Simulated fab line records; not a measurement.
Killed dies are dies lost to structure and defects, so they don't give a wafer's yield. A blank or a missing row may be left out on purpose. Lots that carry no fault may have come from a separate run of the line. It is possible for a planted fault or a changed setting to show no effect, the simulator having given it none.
8D (eight disciplines) problem report, filled in by code + flow sky130 + the parts of the form that need people (team, actions taken, sign-off) are left out

## 1. WHAT WENT WRONG
At SKY_PASSIVATION_ETCH_11, oes-product-au averages 0.846 a.u. over 3 wafers from 2 lots, while fault-free wafers read 0.978 a.u., standard deviation 0.0076. That puts it -17 standard deviations away from the usual mean.
The step: etches the open film in CF4/O2, stops on AlCu, target depth 725 nm, time 161.1 s.
First seen on wafer L317.2, day 48 02:56, on rie-diel-02. The record has a number at this step for 40 wafers belonging to 14 lots. Rule for "out", or "out of limits": more than 4 standard deviations from the usual mean. Any other wafer with a number is counted as sound.

## 2. WHAT IT IS; WHAT IT IS NOT
| question                    | is                     | is not                                                                                                         |
|-----------------------------|------------------------|----------------------------------------------------------------------------------------------------------------|
| which readings at this step | oes-product-au         | drypump-motor-current-A                                                                                        |
| which lots                  | L317, L318             | L309, L312, L313, L315, L321, L322, L324, L325, L326, L327, L328, L331                                         |
| which wafers of those lots  | L317.2, L317.6, L318.4 | L317.4                                                                                                         |
| read on which tools         | rie-diel-02            | rie-diel-03, rie-diel-04                                                                                       |
| when                        | from day 48 02:56      | up to then (13 sound wafers); but 24 sound wafers of L321, L322, L324, L325, L326, L327, L328, L331 came after |

## 3. WHAT RULES OUT EACH SUSPECT
Counting: a tool at a process step up to the reading stays a suspect if it ran every lot that is out. Sound lots after the first of them don't rule it out here, since some wafers of a struck lot are sound.
- rie-diel-02 at SKY_PASSIVATION_ETCH_11 (etches the open film in CF4/O2, stops on AlCu, target depth 725 nm, time 161.1 s): kept. It processed each lot that is out (first: L317, day 48 02:56); up to then, its last sound lot is L315 (day 47 11:32). On those wafers its own readings are out: oes-product-au.
- Within rie-diel-02 at SKY_PASSIVATION_ETCH_11: the wafers that are out ran in chamber 2; their sound lot-mates ran in chamber 3.
Left after counting: rie-diel-02 at SKY_PASSIVATION_ETCH_11.

## 4. THE CAUSE (what the simulator had put in)
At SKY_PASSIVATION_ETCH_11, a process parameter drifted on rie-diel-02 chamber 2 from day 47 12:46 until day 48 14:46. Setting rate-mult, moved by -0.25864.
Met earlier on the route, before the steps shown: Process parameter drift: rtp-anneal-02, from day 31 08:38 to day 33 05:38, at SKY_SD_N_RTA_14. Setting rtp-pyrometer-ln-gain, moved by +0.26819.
Counting left only this tool.

## 5. THE EFFECT CHAIN, in route order
Each row: a reading where the mean over the struck wafers with a number is more than 3 standard deviations away from the usual. Scope: only readings with a usual standard deviation given in the record; hours: median across lots of the time from each lot's start at the first step in this table that gives one to its start at this step; sigmas: change in usual standard deviations.
| hours | step                     | reading                  | usual      | on struck wafers | change | sigmas |
|-------|--------------------------|--------------------------|------------|------------------|--------|--------|
| 0     | SKY_PASSIVATION_ETCH_11  | oes-product-au           | 0.978 a.u. | 0.846            | -0.132 | -17    |
| 0     | SKY_PASSIVATION_ETCH_11  | throttle-valve-pct       | 5.964 %    | 5.928            | -0.036 | -3.9   |
| 0     | SKY_PASSIVATION_STRIP_12 | strip-time-to-endpoint-s | 31.52 s    | 32.80            | +1.28  | +8.0   |
Here are the process steps it includes:
- SKY_PASSIVATION_ETCH_11: etches the open film in CF4/O2, stops on AlCu, target depth 725 nm, time 161.1 s.
- SKY_PASSIVATION_STRIP_12: strips in O2/N2.

## 6. HOW IT WOULD HAVE BEEN CAUGHT EARLIER
14 hours passed between the start of the fault at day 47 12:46 and the first reading out of limits in this record, taken at day 48 02:56.
